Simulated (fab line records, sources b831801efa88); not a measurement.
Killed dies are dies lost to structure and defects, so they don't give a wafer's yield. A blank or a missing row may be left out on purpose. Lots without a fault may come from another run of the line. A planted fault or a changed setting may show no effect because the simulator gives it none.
fab line records | flow sky130
record lots=6 wafers=18 last_day=50
route steps=708 shown CONTACT@426 METAL1@434 PAD_OPEN@708
lots that met no fault: from a run of the same line without faults
start_h: hours from the record's first day to the start of the lot's first wafer shown | wait_h: hours since the lot's step before | " the same as in the row above | L1.1+2: a row that stands for several wafers | - no value, or no start given | * or withheld: withheld | < > ~ a bound
route shown NAME@n: a module of which the file shows steps, and the number in the route of the first | usual: mean/standard deviation of fault-free wafers | same: alike in all rows | chamber/n: place in a boat | sites: the reading at each site | _std_site: their standard deviation | _edge_site: outer sites' mean less inner sites' | radius_mm: how far each site lies from the wafer's centre | mask NAME#n: copy n | behind: the tool/chamber that last shaped the wafer | hold: why the lot was held/for how many hours/how that ended | device: the transistor (n, p or np) that didn't switch | end of line: the same wafers' tests at the end of the route | a step without rows: its recipe alone | killed: dies lost to structure and defects at the first sort, not the wafer's yield | map: a wafer's dies, x killed, . not, _ none there
set.NAME: the setting as run; set.NAME@STEP: as run at that earlier step | model.NAME: the simulator's own value behind a step, which no gauge read
lots at some steps of the route; a table a step, a row a wafer
services: from which hour (start_h, from the record's first day; less than 0 if before it) a tool's chamber was out of use, for how many hours, and why
## steps
# step SKY_CONTACT_STRIP_20
# recipe chemistry=post_etch_residue_remover time_s=1200 temp_c=72.5
# step SKY_CONTACT_CLEAN_21
# recipe chemistry=IPA time_s=180 temp_c=25
# step SKY_CONTACT_CLEAN_22
# recipe chemistry=O3/DIW dry=n2_spin
# step SKY_CONTACT_SPUTTER_23
# recipe material=TiN target_thk_nm=20 chamber_pressure_pa=5 power_w=4000 time_s=80
# usual chamber_pressure_pa=5.001/0.0094 throttle_valve_pct=30.1/1
# columns lot.wafer tool chamber start_h wait_h chamber_pressure_pa throttle_valve_pct
L697.1 pvd_sputter-04 - 771.85 0.0 5.000 29.6
L697.5 " - " " 4.990 29.7
L697.6 " - " " 4.998 30.6
L703.2 pvd_sputter-04 - 828.04 0.0 4.995 29.5
L703.4 " - " " 4.993 30.5
L703.5 " - " " 5.000 30.7
L706.1 pvd_sputter-01 - 845.82 0.0 5.004 30.6
L706.5 " - " " 4.984 30.6
L706.6 " - " " 4.979 30.4
L708.1 pvd_sputter-01 - 856.90 0.0 4.990 29.5
L708.3 " - " " 5.007 30.5
L708.6 " - " " 5.021 30.7
L709.2 pvd_sputter-02 - 863.77 0.0 5.004 32.8
L709.4 " - " " 5.010 27.6
L709.5 " - " " 5.029 27.8
L715.3 pvd_sputter-01 - 922.88 0.0 5.008 30.5
L715.5 " - " " 5.001 30.3
L715.6 " - " " 5.007 31.4
# step SKY_CONTACT_CVD_24
# recipe material=W target_thk_nm=340 time_s=102.12 temp_c=400 pressure_torr=40
# usual heater_power_w=923/72
# columns lot.wafer tool chamber start_h wait_h heater_power_w
L697.1 cvd_w-01 1 771.91 0.0 922
L697.5 " 0 " " 855
L697.6 " 1 " " 931
L703.2 cvd_w-01 1 828.10 0.0 916
L703.4 " 1 " " 915
L703.5 " 0 " " 875
L706.1 cvd_w-02 1 845.88 0.0 1069
L706.5 " 1 " " 1059
L706.6 " 0 " " 910
L708.1 cvd_w-01 1 856.96 0.0 912
L708.3 " 0 " " 857
L708.6 " 0 " " 836
L709.2 cvd_w-02 0 863.83 0.0 930
L709.4 " 0 " " 908
L709.5 " 0 " " 901
L715.3 cvd_w-02 1 923.01 0.1 1028
L715.5 " 1 " " 1052
L715.6 " 1 " " 1079
# step SKY_CONTACT_RS_MEAS_25
# recipe thk_meas_gauge=four-point-probe reads=W_of_CONTACT_CVD_24+TiN_of_CONTACT_SPUTTER_23
# usual CONTACT_W_RS=0.339/0.0043
# columns lot.wafer tool chamber start_h wait_h CONTACT_W_RS[ohm/sq]
L697.1 film_metro-04 - 772.02 0.1 0.342
L697.5 " - " " 0.336
L697.6 " - " " 0.338
L703.2 film_metro-02 - 828.23 0.1 0.342
L703.4 " - " " 0.344
L703.5 " - " " 0.337
L706.1 film_metro-02 - 845.99 0.1 0.339
L706.5 " - " " 0.339
L706.6 " - " " 0.341
L708.1 film_metro-04 - 857.07 0.1 0.337
L708.3 " - " " 0.339
L708.6 " - " " 0.334
L709.2 film_metro-03 - 863.97 0.1 0.348
L709.4 " - " " 0.351
L709.5 " - " " 0.351
L715.3 film_metro-03 - 923.20 0.2 0.341
L715.5 " - " " 0.344
L715.6 " - " " 0.339
# step SKY_CONTACT_THK_MEAS_26
# recipe thk_meas_gauge=xrf reads=W_of_CONTACT_CVD_24
# usual CONTACT_W_THK=334/6.3
# columns lot.wafer tool chamber start_h wait_h CONTACT_W_THK[nm]
L697.1 film_metro-04 - 772.14 0.1 326
L697.5 " - " " 332
L697.6 " - " " 329
L703.2 film_metro-02 - 828.34 0.1 336
L703.4 " - " " 335
L703.5 " - " " 342
L706.1 film_metro-02 - 846.11 0.1 339
L706.5 " - " " 339
L706.6 " - " " 338
L708.1 film_metro-04 - 857.19 0.1 332
L708.3 " - " " 328
L708.6 " - " " 334
L709.2 film_metro-03 - 864.08 0.1 330
L709.4 " - " " 327
L709.5 " - " " 329
L715.3 film_metro-03 - 923.30 0.1 336
L715.5 " - " " 335
L715.6 " - " " 341
# step SKY_CONTACT_CMP_27
# recipe stop_on=SiO2 t_overpolish_s=15 down_force_psi=3.5 platen_rpm=60 target_thk_nm=0 pad_velocity_m_s=0.94248
# step SKY_METAL1_SPUTTER_00
# recipe material=Ti target_thk_nm=15 power_w=3000 time_s=10 chamber_pressure_pa=0.4
# usual chamber_pressure_pa=0.4001/0.00073 throttle_valve_pct=30.1/0.85
# columns lot.wafer tool chamber start_h wait_h chamber_pressure_pa throttle_valve_pct
L697.1 pvd_sputter-03 - 772.50 0.2 0.3992 30.1
L697.5 " - " " 0.3998 30.3
L697.6 " - " " 0.4006 31.2
L703.2 pvd_sputter-03 - 828.69 0.2 0.3999 31.5
L703.4 " - " " 0.3998 29.4
L703.5 " - " " 0.3999 30.3
L706.1 pvd_sputter-03 - 846.47 0.2 0.3990 31.3
L706.5 " - " " 0.4003 29.5
L706.6 " - " " 0.3989 31.6
L708.1 pvd_sputter-03 - 857.55 0.2 0.3995 30.0
L708.3 " - " " 0.4004 31.5
L708.6 " - " " 0.3994 29.4
L709.2 pvd_sputter-03 - 864.43 0.1 0.3998 31.4
L709.4 " - " " 0.3994 30.0
L709.5 " - " " 0.3997 28.8
L715.3 pvd_sputter-03 - 923.64 0.1 0.4007 31.4
L715.5 " - " " 0.3995 28.7
L715.6 " - " " 0.4009 29.4
# step SKY_METAL1_SPUTTER_01
# recipe material=TiN target_thk_nm=20 power_w=6500 time_s=16.7 chamber_pressure_pa=0.4
# step SKY_METAL1_SPUTTER_02
# recipe material=AlCu target_thk_nm=250 power_w=10600 time_s=13.3 chamber_pressure_pa=0.4
# usual chamber_pressure_pa=0.4000/0.00089 throttle_valve_pct=30.1/0.83
# columns lot.wafer tool chamber start_h wait_h chamber_pressure_pa throttle_valve_pct
L697.1 pvd_sputter-03 - 772.55 0.0 0.3998 29.9
L697.5 " - " " 0.3991 29.9
L697.6 " - " " 0.4016 31.3
L703.2 pvd_sputter-03 - 828.74 0.0 0.4001 31.2
L703.4 " - " " 0.4000 29.5
L703.5 " - " " 0.4003 29.9
L706.1 pvd_sputter-03 - 846.52 0.0 0.4001 31.3
L706.5 " - " " 0.3991 29.4
L706.6 " - " " 0.4005 31.4
L708.1 pvd_sputter-03 - 857.60 0.0 0.4000 30.0
L708.3 " - " " 0.3986 31.3
L708.6 " - " " 0.4012 29.6
L709.2 pvd_sputter-03 - 864.48 0.0 0.4003 31.4
L709.4 " - " " 0.3985 30.1
L709.5 " - " " 0.4017 28.8
L715.3 pvd_sputter-03 - 923.68 0.0 0.3997 31.5
L715.5 " - " " 0.4012 28.7
L715.6 " - " " 0.4010 29.3
# step SKY_METAL1_SPUTTER_03
# recipe material=Ti target_thk_nm=5 power_w=3000 time_s=3.3 chamber_pressure_pa=0.4
# usual chamber_pressure_pa=0.4001/0.00078 throttle_valve_pct=30.1/0.86
# columns lot.wafer tool chamber start_h wait_h chamber_pressure_pa throttle_valve_pct
L697.1 pvd_sputter-03 - 772.57 0.0 0.4015 29.9
L697.5 " - " " 0.4003 29.9
L697.6 " - " " 0.4004 31.3
L703.2 pvd_sputter-03 - 828.76 0.0 0.4002 31.3
L703.4 " - " " 0.3994 29.3
L703.5 " - " " 0.4001 30.1
L706.1 pvd_sputter-03 - 846.54 0.0 0.4008 31.3
L706.5 " - " " 0.3986 29.4
L706.6 " - " " 0.4012 31.4
L708.1 pvd_sputter-03 - 857.62 0.0 0.4006 30.1
L708.3 " - " " 0.3994 31.5
L708.6 " - " " 0.4003 29.4
L709.2 pvd_sputter-03 - 864.51 0.0 0.3984 31.3
L709.4 " - " " 0.4000 30.1
L709.5 " - " " 0.3996 28.9
L715.3 pvd_sputter-03 - 923.71 0.0 0.3996 31.3
L715.5 " - " " 0.4005 28.7
L715.6 " - " " 0.3993 29.4
# step SKY_METAL1_SPUTTER_04
# recipe material=TiN target_thk_nm=70 power_w=6500 time_s=58.3 chamber_pressure_pa=0.4
# usual chamber_pressure_pa=0.4000/0.00084 throttle_valve_pct=30.1/0.82
# columns lot.wafer tool chamber start_h wait_h chamber_pressure_pa throttle_valve_pct
L697.1 pvd_sputter-03 - 772.59 0.0 0.4006 29.8
L697.5 " - " " 0.4005 30.1
L697.6 " - " " 0.4001 31.2
L703.2 pvd_sputter-03 - 828.78 0.0 0.4001 31.2
L703.4 " - " " 0.3992 29.6
L703.5 " - " " 0.3983 30.1
L706.1 pvd_sputter-03 - 846.56 0.0 0.3997 31.3
L706.5 " - " " 0.4014 29.2
L706.6 " - " " 0.4000 31.6
L708.1 pvd_sputter-03 - 857.64 0.0 0.4375 28.5
L708.3 " - " " 0.4373 29.8
L708.6 " - " " 0.4368 28.0
L709.2 pvd_sputter-03 - 864.53 0.0 0.4384 30.0
L709.4 " - " " 0.4375 28.7
L709.5 " - " " 0.4386 27.2
L715.3 pvd_sputter-03 - 923.73 0.0 0.4023 31.6
L715.5 " - " " 0.3996 28.8
L715.6 " - " " 0.3997 29.5
# step SKY_METAL1_RS_MEAS_05
# recipe thk_meas_gauge=four-point-probe reads=TiN_of_METAL1_SPUTTER_04+Ti_of_METAL1_SPUTTER_03+AlCu_of_METAL1_SPUTTER_02+TiN_of_METAL1_SPUTTER_01+Ti_of_METAL1_SPUTTER_00
# usual METAL1_ALCU_RS=0.1264/0.0015
# columns lot.wafer tool chamber start_h wait_h METAL1_ALCU_RS[ohm/sq]
L697.1 film_metro-03 - 772.64 0.0 0.1259
L697.5 " - " " 0.1260
L697.6 " - " " 0.1272
L703.2 film_metro-01 - 828.85 0.0 0.1297
L703.4 " - " " 0.1276
L703.5 " - " " 0.1271
L706.1 film_metro-02 - 846.61 0.0 0.1283
L706.5 " - " " 0.1265
L706.6 " - " " 0.1274
L708.1 film_metro-01 - 857.69 0.0 0.1241
L708.3 " - " " 0.1254
L708.6 " - " " 0.1251
L709.2 film_metro-01 - 864.59 0.0 0.1275
L709.4 " - " " 0.1257
L709.5 " - " " 0.1251
L715.3 film_metro-03 - 923.82 0.1 0.1252
L715.5 " - " " 0.1235
L715.6 " - " " 0.1249
# step SKY_PAD_OPEN_PROBE_99
# usual defect_limited_yield=82.4/1.9 killed_at_M0_to_M3=44/7.2 killed_at_M4_up=3.4/2.1 killed_at_contacts=24/5.5 killed_at_front_end=15/4.6 killed_at_other=0.4/0.64 killed_dies=86/9.1 killed_open=47/7.5 killed_short=39/5.8 sort_bin_3_pad_short=0.9/0.41 sort_bin_5_function=10.4/1.5 sort_bin_6_memory=6.3/1.2 sort_n_pass=406/9.1 sort_yield_pct=82.4/1.9
# same gross_dies=492 killed_at_back_side=0 sort_bin_4_leakage[%]=0 sort_bin_8_speed[%]=0
# columns lot.wafer tool chamber start_h wait_h defect_limited_yield[%] killed_at_M0_to_M3 killed_at_M4_up killed_at_contacts killed_at_front_end killed_at_other killed_dies killed_open killed_short sort_bin_3_pad_short[%] sort_bin_5_function[%] sort_bin_6_memory[%] sort_n_pass sort_yield_pct[%]
L697.1 prober-02 - 1102.16 0.1 83.5 40 4 23 14 0 81 43 38 1.6 9.3 5.5 411 83.5
L697.5 prober-02 - 1102.36 0.2 83.9 39 8 19 13 0 79 40 39 0.6 8.9 6.5 413 83.9
L697.6 prober-02 - 1102.41 0.2 79.9 55 4 23 17 0 99 59 40 0.2 11.8 8.1 393 79.9
L703.2 prober-02 - 1144.27 0.1 84.6 45 0 18 13 0 76 37 39 1.2 8.7 5.5 416 84.6
L703.4 prober-02 - 1144.37 0.2 85.4 38 0 21 12 1 72 43 29 0.2 10.0 4.5 420 85.4
L703.5 prober-02 - 1144.42 0.2 81.3 50 1 28 12 1 92 46 46 0.8 12.6 5.3 400 81.3
L706.1 prober-02 - 1157.11 0.1 82.5 33 6 28 19 0 86 49 37 0.4 10.0 7.1 406 82.5
L706.5 prober-02 - 1157.31 0.2 85.8 40 3 15 12 0 70 43 27 0.6 7.9 5.7 422 85.8
L706.6 prober-02 - 1157.36 0.2 85.0 38 5 20 11 0 74 42 32 1.0 7.7 6.3 418 85.0
L708.1 prober-01 - 1163.11 0.1 81.3 58 4 20 10 0 92 57 35 1.8 11.6 5.3 400 81.3
L708.3 prober-01 - 1163.21 0.2 82.1 45 1 20 22 0 88 47 41 0.8 10.2 6.9 404 82.1
L708.6 prober-01 - 1163.36 0.2 84.6 47 2 15 10 2 76 48 28 0.2 9.8 5.5 416 84.6
L709.2 prober-02 - 1169.90 0.1 81.9 36 2 28 22 1 89 44 43 1.8 11.2 5.1 403 81.9
L709.4 prober-02 - 1170.00 0.2 83.5 50 3 19 9 0 81 45 36 0.6 9.6 6.3 411 83.5
L709.5 prober-02 - 1170.05 0.2 81.3 51 3 26 11 1 92 52 39 1.6 10.2 6.9 400 81.3
L715.3 prober-01 - 1205.57 0.2 80.5 61 2 16 17 0 96 51 44 0.4 12.2 6.9 396 80.5
L715.5 prober-01 - 1205.67 0.2 81.5 48 4 18 21 0 91 62 29 0.6 9.8 8.1 401 81.5
L715.6 prober-01 - 1205.72 0.2 79.3 45 4 39 14 0 102 56 46 0.4 13.4 6.9 390 79.3
# killed by level:class
L697.1 VIA3:geometric_particle:open=9 LI_CONTACT:geometric_particle:open=8 VIA1:geometric_particle:open=8 METAL1:geometric_particle:short=6 FIELD_ISO:geometric_particle:short=5 CONTACT:geometric_particle:short=5 LOCAL_INTERCONNECT:geometric_particle:short=4 POLY_GATE:geometric_particle:open=3
L697.5 VIA1:geometric_particle:open=8 CONTACT:geometric_particle:open=7 VIA3:geometric_particle:open=7 POLY_GATE:geometric_particle:short=6 VIA1:geometric_particle:short=5 METAL4:geometric_particle:short=5 LOCAL_INTERCONNECT:geometric_particle:short=4 CONTACT:geometric_particle:short=4
L697.6 VIA1:geometric_particle:open=14 CONTACT:geometric_particle:open=11 VIA3:geometric_particle:open=10 FIELD_ISO:geometric_particle:open=5 CONTACT:geometric_particle:short=5 VIA1:geometric_particle:short=5 METAL2:geometric_particle:short=5 VIA2:geometric_particle:open=5
L703.2 VIA2:geometric_particle:open=10 METAL1:geometric_particle:short=7 LOCAL_INTERCONNECT:geometric_particle:short=6 VIA1:geometric_particle:open=6 POLY_GATE:geometric_particle:short=5 LI_CONTACT:geometric_particle:open=5 METAL3:geometric_particle:short=5 CONTACT:geometric_particle:open=4
L703.4 VIA1:geometric_particle:open=11 LI_CONTACT:geometric_particle:open=8 FIELD_ISO:geometric_particle:open=5 CONTACT:geometric_particle:open=5 VIA3:geometric_particle:open=5 VIA3:geometric_particle:short=5 VIA1:geometric_particle:short=4 METAL1:geometric_particle:short=4
L703.5 VIA1:geometric_particle:open=15 CONTACT:geometric_particle:open=10 VIA1:geometric_particle:short=9 LI_CONTACT:geometric_particle:open=8 METAL1:geometric_particle:short=7 METAL2:geometric_particle:short=7 LOCAL_INTERCONNECT:geometric_particle:short=6 POLY_GATE:geometric_particle:short=5
L706.1 VIA1:geometric_particle:open=14 CONTACT:geometric_particle:open=8 CONTACT:geometric_particle:short=6 VIA2:geometric_particle:open=6 FIELD_ISO:geometric_particle:open=5 LI_CONTACT:geometric_particle:short=5 LI_CONTACT:geometric_particle:open=5 METAL2:geometric_particle:short=5
L706.5 CONTACT:geometric_particle:open=10 VIA1:geometric_particle:open=9 VIA2:geometric_particle:open=9 VIA3:geometric_particle:open=5 VIA1:geometric_particle:short=4 FIELD_ISO:geometric_particle:open=3 FIELD_ISO:geometric_particle:short=3 METAL1:geometric_particle:short=3
L706.6 VIA1:geometric_particle:open=12 FIELD_ISO:geometric_particle:short=7 LI_CONTACT:geometric_particle:open=7 CONTACT:geometric_particle:open=6 LI_CONTACT:geometric_particle:short=4 VIA2:geometric_particle:open=4 METAL1:geometric_particle:short=3 METAL2:geometric_particle:short=3
L708.1 VIA1:geometric_particle:open=15 VIA2:geometric_particle:open=12 METAL2:geometric_particle:short=10 LI_CONTACT:geometric_particle:open=9 VIA3:geometric_particle:open=6 VIA1:geometric_particle:short=5 CONTACT:geometric_particle:open=4 METAL3:geometric_particle:short=4
L708.3 VIA1:geometric_particle:open=11 VIA2:geometric_particle:open=9 VIA1:geometric_particle:short=7 CONTACT:geometric_particle:open=7 FIELD_ISO:geometric_particle:short=6 FIELD_ISO:geometric_particle:open=5 POLY_GATE:geometric_particle:short=5 LI_CONTACT:geometric_particle:open=5
L708.6 VIA1:geometric_particle:open=13 VIA2:geometric_particle:open=13 VIA3:geometric_particle:open=6 CONTACT:geometric_particle:short=5 CONTACT:geometric_particle:open=5 FIELD_ISO:geometric_particle:open=3 METAL2:geometric_particle:short=3 VIA3:geometric_particle:short=3
L709.2 LI_CONTACT:geometric_particle:open=10 CONTACT:geometric_particle:open=8 FIELD_ISO:geometric_particle:short=7 METAL2:geometric_particle:short=7 CONTACT:geometric_particle:short=6 VIA1:geometric_particle:open=6 VIA3:geometric_particle:open=5 FIELD_ISO:geometric_particle:open=4
L709.4 VIA1:geometric_particle:open=10 METAL1:geometric_particle:short=9 VIA3:geometric_particle:open=9 VIA2:geometric_particle:open=8 LI_CONTACT:geometric_particle:open=7 CONTACT:geometric_particle:open=5 POLY_GATE:geometric_particle:short=4 VIA1:geometric_particle:short=4
L709.5 VIA1:geometric_particle:short=10 LI_CONTACT:geometric_particle:open=9 VIA1:geometric_particle:open=9 VIA2:geometric_particle:open=8 CONTACT:geometric_particle:open=8 VIA3:geometric_particle:open=8 POLY_GATE:geometric_particle:open=4 CONTACT:geometric_particle:short=4
L715.3 VIA1:geometric_particle:open=16 METAL1:geometric_particle:short=10 CONTACT:geometric_particle:open=7 VIA3:geometric_particle:open=7 VIA2:geometric_particle:open=6 VIA1:geometric_particle:short=5 FIELD_ISO:geometric_particle:open=4 POLY_GATE:geometric_particle:open=4
L715.5 VIA2:geometric_particle:open=12 VIA1:geometric_particle:open=9 FIELD_ISO:geometric_particle:open=8 LI_CONTACT:geometric_particle:open=7 CONTACT:geometric_particle:open=6 VIA3:geometric_particle:open=5 METAL1:geometric_particle:short=5 POLY_GATE:geometric_particle:open=4
L715.6 CONTACT:geometric_particle:open=13 VIA3:geometric_particle:open=9 CONTACT:geometric_particle:short=8 VIA1:geometric_particle:open=8 METAL1:geometric_particle:short=8 VIA2:geometric_particle:open=7 FIELD_ISO:geometric_particle:open=6 LOCAL_INTERCONNECT:geometric_particle:short=6
## services
# columns tool chamber start_h hours kind
pvd_sputter-01 - 748.53 2.3 repair
pvd_sputter-02 - 833.84 10.5 repair
cvd_w-02 0 851.03 3.8 repair
pvd_sputter-02 - 870.29 1.8 repair
cvd_w-02 - 875.48 0.8 repair
pvd_sputter-04 - 877.57 5.1 repair
cvd_w-01 0 884.79 3.7 repair
cvd_w-01 - 904.00 14.0 pm
cvd_w-01 0 904.00 14.0 vent_cycle
cvd_w-01 1 904.00 14.0 vent_cycle
cvd_w-01 - 908.80 1.5 repair
pvd_sputter-01 - 912.00 10.4 repair
cvd_w-01 0 918.00 - clean
cvd_w-01 1 918.00 - clean
pvd_sputter-04 - 921.83 6.2 repair
cvd_w-02 0 922.85 2.6 repair
## key
first_sign step=SKY_METAL1_SPUTTER_04 reading=chamber_pressure_pa direction=up sigmas=45 usual=0.4000 struck=0.4377
effect step=SKY_METAL1_SPUTTER_04 reading=throttle_valve_pct direction=down sigmas=1.7 usual=30.1 struck=28.7
met_at SKY_METAL1_SPUTTER_04
struck_wafers L708.1,L708.3,L708.6,L709.2,L709.4,L709.5
onset_between 846.56 857.64
fault kind=process_parameter_drift tool=pvd_sputter-03 chamber=- onset_h=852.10 steps=SKY_METAL1_SPUTTER_04 channel=chamber_pressure_pa offset=0.037626 shape=step end_h=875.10 acts_in=these_recipes_only stated=0.4
